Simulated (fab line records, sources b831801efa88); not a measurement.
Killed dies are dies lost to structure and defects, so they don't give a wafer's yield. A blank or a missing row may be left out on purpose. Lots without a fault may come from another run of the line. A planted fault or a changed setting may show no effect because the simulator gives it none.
Chamber matching | flow gf180mcu | GF_V3_CVD_02 on pecvd-03: 3 sister chambers
The step deposits SiO2 from TEOS, target thk 850 nm, time 94.851 s. 3 wafers are shown with their chamber, then 12 later ones without.

WAFERS WITH THEIR CHAMBER
wafer  | chamber | heater_power_w (W)
L087.6 | 0       | 545
L089.2 | 1       | 901
L089.4 | 2       | 644

WAFERS WITHOUT THEIR CHAMBER
wafer  | heater_power_w (W)
L093.1 | 644
L093.4 | 805
L093.6 | 576
L094.1 | 851
L094.2 | 604
L094.3 | 639
L095.1 | 671
L095.3 | 828
L095.4 | 641
L096.1 | 848
L096.2 | 637
L096.4 | 906

WHICH CHAMBER EACH WENT THROUGH
wafer  | from the rows above     | in truth
L093.1 | 2                       | 2
L093.4 | can't be placed: 1 or 2 | 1
L093.6 | can't be placed: 0 or 2 | 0
L094.1 | 1                       | 1
L094.2 | can't be placed: 2 or 0 | 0
L094.3 | 2                       | 2
L095.1 | 2                       | 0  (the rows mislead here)
L095.3 | 1                       | 1
L095.4 | 2                       | 2
L096.1 | 1                       | 1
L096.2 | can't be placed: 2 or 0 | 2
L096.4 | 1                       | 1
Placed correctly: 7 of 12. Can't be placed from these rows: 4 (the true chamber is among the candidates in 4). Placed wrongly: 1.
How it was worked out, from the rows above alone: a wafer's distance from a chamber is the root of the sum, over the readings, of the square of ((its reading less the chamber's mean) divided by the reading's scatter). The wafer belongs to the nearest chamber; if the next one is less than 2 further off, it can't be placed. A chamber's mean is the mean of its shown wafers. The scatter: with one shown wafer a chamber, the root of the mean of the squares of how far each hidden wafer lies from its nearest shown one.
